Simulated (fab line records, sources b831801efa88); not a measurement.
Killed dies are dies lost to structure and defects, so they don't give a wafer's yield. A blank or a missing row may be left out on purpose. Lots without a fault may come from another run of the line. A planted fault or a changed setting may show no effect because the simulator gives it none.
fab line records | flow gf180mcu | part 2 of 2: steps 25 to 34 of 34
record lots=5 wafers=15 last_day=34
route steps=602 shown M4@463 V4@476
lots that met no fault: from a run of the same line without faults
start_h: hours from the record's first day to the start of the lot's first wafer shown | wait_h: hours since the lot's step before | " the same as in the row above | L1.1+2: a row that stands for several wafers | - no value, or no start given | * or withheld: withheld | < > ~ a bound
route shown NAME@n: a module of which the file shows steps, and the number in the route of the first | usual: mean/standard deviation of fault-free wafers | same: alike in all rows | chamber/n: place in a boat | sites: the reading at each site | _std_site: their standard deviation | _edge_site: outer sites' mean less inner sites' | radius_mm: how far each site lies from the wafer's centre | mask NAME#n: copy n | behind: the tool/chamber that last shaped the wafer | hold: why the lot was held/for how many hours/how that ended | device: the transistor (n, p or np) that didn't switch | end of line: the same wafers' tests at the end of the route | a step without rows: its recipe alone | killed: dies lost to structure and defects at the first sort, not the wafer's yield | map: a wafer's dies, x killed, . not, _ none there
set.NAME: the setting as run; set.NAME@STEP: as run at that earlier step | model.NAME: the simulator's own value behind a step, which no gauge read
lots at some steps of the route; a table a step, a row a wafer
services: from which hour (start_h, from the record's first day; less than 0 if before it) a tool's chamber was out of use, for how many hours, and why
## steps
# step GF_V4_EXPOSE_11
# recipe mask_id=Via4 target_cd_nm=260 na=0.68 source_shape=conventional sigma_outer=0.6 dose_mj=38
# usual focus_offset_nm=0.1/0.52
# columns lot.wafer tool chamber start_h wait_h mask focus_offset_nm
L076.2 krf_scanner-02 0 - - Via4#0 0.5
L076.4 " 0 " " Via4#0 0.3
L076.6 " 0 " " Via4#0 0.2
L080.1 krf_scanner-01 0 - - Via4#0 -0.8
L080.4 " 0 " " Via4#0 -0.1
L080.6 " 0 " " Via4#0 -0.7
L088.1 krf_scanner-01 0 - - Via4#0 0.5
L088.4 " 0 " " Via4#0 0.5
L088.6 " 0 " " Via4#0 -0.1
L090.4 krf_scanner-02 0 - - Via4#0 -0.2
L090.5 " 0 " " Via4#0 -0.3
L090.6 " 0 " " Via4#0 0.0
L097.1 krf_scanner-01 0 - - Via4#0 0.2
L097.4 " 0 " " Via4#0 0.4
L097.5 " 0 " " Via4#0 -0.3
# step GF_V4_PEB_12
# recipe peb_temp_c=135 peb_time_s=90 resist=KrF
# usual exhaust_pa=45.0/0.93
# same peb_time_s=90
# columns lot.wafer tool chamber start_h wait_h exhaust_pa
L076.2 litho_track-01 0 - - 45.8
L076.4 " 0 " " 44.9
L076.6 " 0 " " 44.9
L080.1 litho_track-01 0 - - 44.3
L080.4 " 0 " " 45.0
L080.6 " 0 " " 45.6
L088.1 litho_track-02 0 - - 45.7
L088.4 " 0 " " 44.7
L088.6 " 0 " " 45.6
L090.4 litho_track-02 0 - - 45.9
L090.5 " 0 " " 46.9
L090.6 " 0 " " 45.2
L097.1 litho_track-02 0 - - 43.3
L097.4 " 0 " " 44.9
L097.5 " 0 " " 42.9
# step GF_V4_DEVELOP_13
# recipe develop_time_s=60 resist=KrF dev_temp_c=21
# usual exhaust_pa=45.0/0.9
# columns lot.wafer tool chamber start_h wait_h exhaust_pa
L076.2 litho_track-01 0 590.27 0.2 45.3
L076.4 " 0 " " 45.5
L076.6 " 0 " " 45.2
L080.1 litho_track-01 0 616.75 0.2 45.6
L080.4 " 0 " " 45.6
L080.6 " 0 " " 44.3
L088.1 litho_track-02 0 674.37 0.2 45.2
L088.4 " 0 " " 46.2
L088.6 " 0 " " 45.7
L090.4 litho_track-02 0 682.80 0.1 44.0
L090.5 " 0 " " 43.9
L090.6 " 0 " " 43.1
L097.1 litho_track-02 0 739.67 0.2 43.4
L097.4 " 0 " " 44.0
L097.5 " 0 " " 45.1
# step GF_V4_CD_MEAS_14
# recipe target_cd_nm=260
# usual cd_nm=259.9/1.4
# columns lot.wafer tool chamber start_h wait_h cd_nm
L076.2 cd_sem-02 - 590.42 0.1 256.8
L076.4 " - " " 256.3
L076.6 " - " " 255.9
L080.1 cd_sem-02 - 616.90 0.1 259.5
L080.4 " - " " 259.2
L080.6 " - " " 260.9
L088.1 cd_sem-02 - 674.52 0.1 258.6
L088.4 " - " " 259.4
L088.6 " - " " 258.6
L090.4 cd_sem-02 - 682.93 0.1 260.2
L090.5 " - " " 260.6
L090.6 " - " " 260.5
L097.1 cd_sem-01 - 739.82 0.1 260.3
L097.4 " - " " 259.1
L097.5 " - " " 259.9
# step GF_V4_OVL_MEAS_15
# usual V4_OVL=2/5.3
# columns lot.wafer tool chamber start_h wait_h V4_OVL[nm]
L076.2 overlay-01 - 590.52 0.1 4
L076.4 " - " " 6
L076.6 " - " " 3
L080.1 overlay-02 - 617.02 0.1 3
L080.4 " - " " 1
L080.6 " - " " 3
L088.1 overlay-01 - 674.64 0.1 3
L088.4 " - " " 1
L088.6 " - " " 0
L090.4 overlay-01 - 683.01 0.1 6
L090.5 " - " " 0
L090.6 " - " " 3
L097.1 overlay-01 - 739.94 0.1 7
L097.4 " - " " 3
L097.5 " - " " 6
# step GF_V4_ETCH_16
# recipe chemistry=N2/H2 target_depth_a=withheld overetch_a=withheld time_s=withheld target=BARC ion_energy_ev=200 source_w=500 bias_w=100 pressure_mtorr=30 n2_flow_sccm=100 h2_flow_sccm=200
# usual drypump_motor_current_A=5.8/0.55 oes_product_au=0.854/0.0048 rf_fwd_power_W=495.3/2.2 throttle_valve_pct=13.225/0.0087
# columns lot.wafer tool chamber start_h wait_h drypump_motor_current_A oes_product_au rf_fwd_power_W throttle_valve_pct
L076.2 rie_diel-03 1 590.55 0.0 6.5 0.852 495.3 13.235
L076.4 " 3 " " 6.6 0.849 496.1 13.236
L076.6 " 3 " " 6.6 0.842 498.3 13.219
L080.1 rie_diel-03 0 617.05 0.0 5.6 0.852 497.3 13.211
L080.4 " 2 " " 5.9 0.857 496.1 13.216
L080.6 " 1 " " 6.5 0.856 494.6 13.217
L088.1 rie_diel-02 0 674.68 0.0 6.0 0.846 498.1 13.224
L088.4 " 3 " " 5.3 0.851 494.4 13.230
L088.6 " 0 " " 6.0 0.849 495.4 13.233
L090.4 rie_diel-03 3 683.03 0.0 6.6 0.860 497.4 13.218
L090.5 " 2 " " 5.9 0.864 496.5 13.235
L090.6 " 1 " " 6.6 0.861 490.7 13.225
L097.1 rie_diel-02 0 739.98 0.0 6.0 0.853 496.4 13.234
L097.4 " 2 " " 4.8 0.858 497.6 13.220
L097.5 " 2 " " 4.8 0.852 497.3 13.229
# step GF_V4_ETCH_17
# recipe chemistry=C4F8/O2/Ar mask_material=KrF target=SiO2 stop_on=TiN source_w=1500 bias_w=1200 pressure_mtorr=40 c4f8_flow_sccm=withheld O2_flow_sccm=6 Ar_flow_sccm=300 time_s=withheld target_depth_a=6300
# usual oes_product_au=0.855/0.005 rf_fwd_power_W=1493/4.9
# columns lot.wafer tool chamber start_h wait_h oes_product_au rf_fwd_power_W
L076.2 rie_diel-03 1 - - 0.860 1493
L076.4 " 3 " " 0.849 1499
L076.6 " 3 " " 0.858 1497
L080.1 rie_diel-03 0 - - 0.854 1497
L080.4 " 2 " " 0.852 1499
L080.6 " 1 " " 0.852 1485
L088.1 rie_diel-02 0 - - 0.856 1501
L088.4 " 3 " " 0.852 1494
L088.6 " 0 " " 0.858 1492
L090.4 rie_diel-03 3 - - 0.856 1503
L090.5 " 2 " " 0.853 1499
L090.6 " 1 " " 0.863 1489
L097.1 rie_diel-02 0 - - 0.854 1498
L097.4 " 2 " " 0.852 1495
L097.5 " 2 " " 0.865 1496
# step GF_V4_STRIP_18
# recipe chemistry=O2/N2 power_w=1400 pressure_mtorr=1500 platen_temp_c=250 o2_flow_sccm=3000 n2_flow_sccm=300 overash_fraction=0.5
# usual drypump_motor_current_A=5.5/0.39 heater_power_w=364/58 oes_product_au=0.593/0.0049
# columns lot.wafer tool chamber start_h wait_h drypump_motor_current_A heater_power_w oes_product_au rf_hours_counter_h
L076.2 plasma_asher-04 0 590.68 - 5.7 303 0.588 92
L076.4 " 1 " " 5.1 461 0.597 -
L076.6 " 1 " " 5.1 454 0.595 -
L080.1 plasma_asher-03 0 617.18 - 5.6 313 0.593 88
L080.4 " 0 " " 5.6 305 0.596 -
L080.6 " 0 " " 5.7 319 0.599 -
L088.1 plasma_asher-03 0 674.81 - 5.6 311 0.598 95
L088.4 " 1 " " 6.4 324 0.586 -
L088.6 " 1 " " 6.4 335 0.601 -
L090.4 plasma_asher-04 0 683.19 - 5.6 314 0.599 -
L090.5 " 0 " " 5.7 313 0.594 -
L090.6 " 1 " " 5.1 455 0.590 -
L097.1 plasma_asher-01 1 740.11 - 5.3 362 0.590 35
L097.4 " 1 " " 5.3 371 0.603 -
L097.5 " 0 " " 5.6 374 0.586 -
# step GF_V4_STRIP_19
# recipe chemistry=post_etch_residue_remover time_s=1200 temp_c=72.5
# usual bath_guard_temp_C=72.4/0.42
# same time_s=1200
# columns lot.wafer tool chamber start_h wait_h bath_guard_temp_C
L076.2 wet_bench-02 1 590.78 0.1 72.7
L076.4 " 1 " " 72.1
L076.6 " 1 " " 72.4
L080.1 wet_bench-01 1 617.28 0.1 72.5
L080.4 " 1 " " 72.0
L080.6 " 1 " " 72.3
L088.1 wet_bench-02 1 674.91 0.1 72.1
L088.4 " 1 " " 72.4
L088.6 " 1 " " 72.5
L090.4 wet_bench-03 2 683.26 0.0 71.8
L090.5 " 2 " " 71.7
L090.6 " 2 " " 71.9
L097.1 wet_bench-02 1 740.21 0.1 72.4
L097.4 " 1 " " 72.2
L097.5 " 1 " " 72.2
# step GF_V4_CLEAN_20
# recipe chemistry=DIW dry=n2_spin
# columns lot.wafer tool chamber start_h wait_h
L076.2+4+6 wet_bench-03 3 591.12 0.0
L080.1+4+6 wet_bench-02 0 617.66 0.0
L088.1+4+6 wet_bench-01 1 675.25 0.0
L090.4+5+6 wet_bench-01 1 683.60 0.0
L097.1+4+5 wet_bench-03 1 740.55 0.0
## services
# columns tool chamber start_h hours kind
rie_diel-03 3 547.67 10.3 repair
krf_scanner-01 - 552.29 1.3 pm
rie_diel-03 0 571.16 4.9 repair
rie_diel-03 3 596.04 15.0 repair
krf_scanner-02 - 599.33 1.0 pm
rie_diel-02 0 602.09 2.9 repair
rie_diel-02 1 605.75 5.6 repair
krf_scanner-02 - 605.78 1.3 pm
rie_metal-02 1 606.49 11.2 repair
krf_scanner-02 - 610.53 0.8 pm
krf_scanner-01 - 612.35 3.4 repair
rie_metal-02 - 614.38 0.8 repair
krf_scanner-01 - 624.23 0.8 pm
rie_diel-02 0 625.50 15.3 repair
rie_diel-03 2 627.13 6.2 repair
rie_diel-02 2 630.24 10.7 repair
rie_metal-02 - 636.65 2.8 pm
krf_scanner-01 - 643.31 1.0 pm
rie_diel-02 2 644.90 16.0 repair
plasma_asher-04 - 654.45 3.4 repair
krf_scanner-02 - 703.49 0.3 repair
rie_metal-02 - 714.62 2.6 repair
rie_diel-03 - 717.93 14.6 pm
krf_scanner-01 - 728.19 1.3 pm
